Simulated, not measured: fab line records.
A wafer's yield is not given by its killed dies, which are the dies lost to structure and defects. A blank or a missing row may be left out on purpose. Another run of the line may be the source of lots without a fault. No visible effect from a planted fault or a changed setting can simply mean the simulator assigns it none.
Comparing a struck lot with a sound one / flow gf180mcu / 17 steps out of a route of 602
Sound: wafers L409.1, L409.2, L409.3. Wafers L406.3, L406.5, L406.6 were the ones struck. Last of all comes the cause.
Each step with rows lists, per side, the tool, then ch with its chambers, then its first start. Under that, the readings that differ: sound wafers / struck wafers / difference of the means / sigmas: that difference in standard deviations of wafers without a fault.
alike: a reading whose means differ by less than 2 such deviations, as well as words and numbers matching on both sides. not compared: withheld readings; readings where some wafer has no value; bounds like >300 that might hide an equal value; numbers whose values overlap and for which the record gives no deviation.
The two part at a step that has a row with sigmas, a row that says differs or no value, or rows on one side only. Non-overlapping numbers with no deviation appear without sigmas and do not part them. A reading that every wafer of one side lacks parts them only if that side has two wafers or more.

first, 4 steps without rows for these wafers: GF_VT_IMPLANT_SOFTBAKE_14 (time 60 s); GF_VT_IMPLANT_EXPOSE_15 (exposes mask Nwell LV AREA, target cd 860 nm); GF_VT_IMPLANT_PEB_16; GF_VT_IMPLANT_DEVELOP_17 (develop time 60 s).
GF_VT_IMPLANT_OVL_MEAS_18:
  struck on overlay-02, day 8 21:13; sound on overlay-01, day 9 16:17
  alike: VT_IMPLANT_01_OVL
next, for these wafers, 1 step has no rows: GF_VT_IMPLANT_IMPLANT_19.
GF_VT_IMPLANT_STRIP_20: strips in O2/N2.
  sound on plasma asher-02 ch 0,1, day 9 16:28; struck on plasma asher-03 ch 0,1, day 8 21:25
reading=heater power w (W); sound=326 351 323; struck=400 375 406; difference=+60; sigmas=+2
  alike: drypump motor current A, oes product au, strip time to endpoint s
  not compared: rf hours counter h
GF_VT_IMPLANT_TW_MEAS_21:
  struck on film metro-03, day 8 21:31; sound on film metro-03, day 9 16:34
  alike: VT_IMPLANT_2_TW
then, 4 steps without rows for these wafers: GF_VT_IMPLANT_DEHYDRATE_22 (time 60 s); GF_VT_IMPLANT_HMDS_23 (prime time 60 s); GF_VT_IMPLANT_COAT_24 (resist thk 1000 nm); GF_VT_IMPLANT_SOFTBAKE_25 (time 60 s).
GF_VT_IMPLANT_EXPOSE_26: exposes mask LVPWELL HV AREA, target cd 860 nm.
  sound on iline stepper-01 ch 0, day 10 00:38; struck on iline stepper-02 ch 0, day 9 05:44
  alike: mask
next, for these wafers, 1 step has no rows: GF_VT_IMPLANT_PEB_27.
GF_VT_IMPLANT_DEVELOP_28: develop time 60 s.
  sound on litho track-04 ch 0, day 10 08:56; struck on litho track-04 ch 0, day 9 13:41
reading=model.VT_IMPLANT.cd nm (nm); sound=858.5 860.3 859; struck=934.2 878.1 896.9; difference=+43.8; sigmas=
GF_VT_IMPLANT_OVL_MEAS_29:
  struck on overlay-02, day 9 13:48; sound on overlay-02, day 10 09:05
  alike: VT_IMPLANT_02_OVL
next, for these wafers, 1 step has no rows: GF_PASSIVATION_PROBE_99.

## WHERE THEY PART
Only at GF_VT_IMPLANT_STRIP_20, as far as this record shows. Later steps at which nothing parts them and some readings are alike: GF_VT_IMPLANT_TW_MEAS_21, GF_VT_IMPLANT_EXPOSE_26, GF_VT_IMPLANT_OVL_MEAS_29.

WHY: what had been put in by the simulator
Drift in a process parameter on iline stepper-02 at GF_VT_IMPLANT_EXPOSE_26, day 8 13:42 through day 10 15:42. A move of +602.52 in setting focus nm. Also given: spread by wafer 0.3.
